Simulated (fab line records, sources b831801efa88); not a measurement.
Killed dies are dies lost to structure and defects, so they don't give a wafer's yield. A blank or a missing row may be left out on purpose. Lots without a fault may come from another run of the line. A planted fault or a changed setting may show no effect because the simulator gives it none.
A struck lot beside a sound one | flow sky130 | 15 steps out of a route of 708
Sound: wafers L511.1, L511.5, L511.6. Struck: wafers L522.2, L522.4, L522.6. The cause comes at the end.
At each step with rows: each side's tool, then ch and its chambers, then its first start. Under that, the readings that differ: sound wafers | struck wafers | difference of the means | sigmas: that difference in standard deviations of wafers without a fault.
alike: readings whose means differ by less than 2 such deviations, and words and numbers that are the same on both sides. not compared: withheld readings, readings that some wafer has no value for, bounds like >300 that may hide the same value, and numbers for which the record gives no deviation and whose values overlap.
The two part at a step that has a row with sigmas, a row that says differs or no value, or rows on one side only. Numbers that don't overlap but have no deviation are shown without sigmas and don't part them. A reading that every wafer of one side lacks parts them only if that side has two wafers or more.

SKY_VIA3_ETCH_15: etches SiO2 in C4F8/O2/Ar, stops on TiN, target depth 507 nm, time 78 s.
  sound on rie_diel-03 ch 2,3, day 40 04:20; struck on rie_diel-03 ch 2, day 43 16:02
  alike: oes_product_au
  not compared: rf_hours_counter_h
then, 5 steps without rows for these wafers: SKY_VIA3_STRIP_16 (strips in O2/N2); SKY_VIA3_STRIP_17 (strips in post etch residue remover, time 1200 s); SKY_VIA3_CLEAN_18 (cleans in IPA, time 180 s); SKY_VIA3_CLEAN_19 (cleans in O3/DIW); SKY_VIA3_SPUTTER_20 (material TiN, target thk 20 nm, time 80 s).
SKY_VIA3_CVD_21: deposits W, target thk 390 nm, time 117.31 s.
  sound on cvd_w-02 ch 0,1, day 40 05:03; struck on cvd_w-01 ch 0, day 43 16:47
  reading            | sound       | struck      | difference | sigmas
  heater_power_w (W) | 950 922 929 | 758 760 748 | -178       | -3
SKY_VIA3_RS_MEAS_22: measures by four-point-probe.
  sound on film_metro-04, day 40 05:10; struck on film_metro-02, day 43 16:55
  alike: VIA3_W_RS
SKY_VIA3_THK_MEAS_23: measures by xrf.
  sound on film_metro-04, day 40 05:17; struck on film_metro-02, day 43 17:02
  alike: VIA3_W_THK
SKY_VIA3_CMP_24: polishes, stops on SiO2, t overpolish 20 s, target thk 0 nm.
  sound on cmp-02 ch 2,3, day 40 05:24; struck on cmp-01 ch 0,1,3, day 43 17:11
  alike: motor_current_A, overpolish_run_s, slurry_filter_dp_kPa, time_to_endpoint_s
then, 1 step without rows for these wafers: SKY_METAL4_SPUTTER_00 (material Ti, target thk 15 nm, time 10 s).
SKY_METAL4_SPUTTER_01: material TiN, target thk 20 nm, time 16.7 s.
  sound on pvd_sputter-01, day 40 05:40; struck on pvd_sputter-02, day 43 17:24
  alike: cathode_dc_power_W, chamber_pressure_pa, throttle_valve_pct
SKY_METAL4_SPUTTER_02: material AlCu, target thk 735 nm, time 39.1 s.
  sound on pvd_sputter-01, day 40 05:42; struck on pvd_sputter-02, day 43 17:26
  no value came back on the struck wafers for cathode_dc_power_W (W), chamber_pressure_pa (Pa), throttle_valve_pct (%); on the sound wafers cathode_dc_power_W (W) reads 10598 10600 10603
SKY_METAL4_SPUTTER_03: material Ti, target thk 5 nm, time 3.3 s.
  sound on pvd_sputter-01, day 40 05:44; struck on pvd_sputter-02, day 43 17:28
  alike: cathode_dc_power_W, chamber_pressure_pa, throttle_valve_pct
-- the record jumps here: 5 days lie between the struck wafers' starts before and after (it left off in module METAL4 and takes up again in module PAD_OPEN, whose first step shown is number 708 of the route) --
SKY_PAD_OPEN_PROBE_99:
  sound on prober-01, day 46 05:09; struck on prober-02, day 48 23:52
  reading                  | sound          | struck         | difference | sigmas
  defect_limited_yield (%) | 81.7 81.7 80.5 | 0 0 0          | -81        | -39
  killed_at_M4_up          | 5 5 1          | 412 391 410    | +401       | +99 or more
  killed_dies              | 90 90 96       | 492 492 492    | +400       | +40
  killed_on_rim            | 18 23 18       | 96 96 96       | +76        | +22
  sort_bin_5_function (%)  | 11.6 10.0 12.0 | 92.5 90.0 92.5 | +80.5      | +57
  sort_n_pass              | 402 402 396    | 0 0 0          | -400       | -40
  sort_yield_pct (%)       | 81.7 81.7 80.5 | 0 0 0          | -81        | -39
  alike: killed_at_M0_to_M3, killed_at_contacts, killed_at_front_end, killed_at_other, killed_open, killed_short, sort_bin_3_pad_short, sort_bin_6_memory

WHERE THEY PART
First at SKY_VIA3_CVD_21; last, within this record, at SKY_PAD_OPEN_PROBE_99.

WHY: what the simulator had put in
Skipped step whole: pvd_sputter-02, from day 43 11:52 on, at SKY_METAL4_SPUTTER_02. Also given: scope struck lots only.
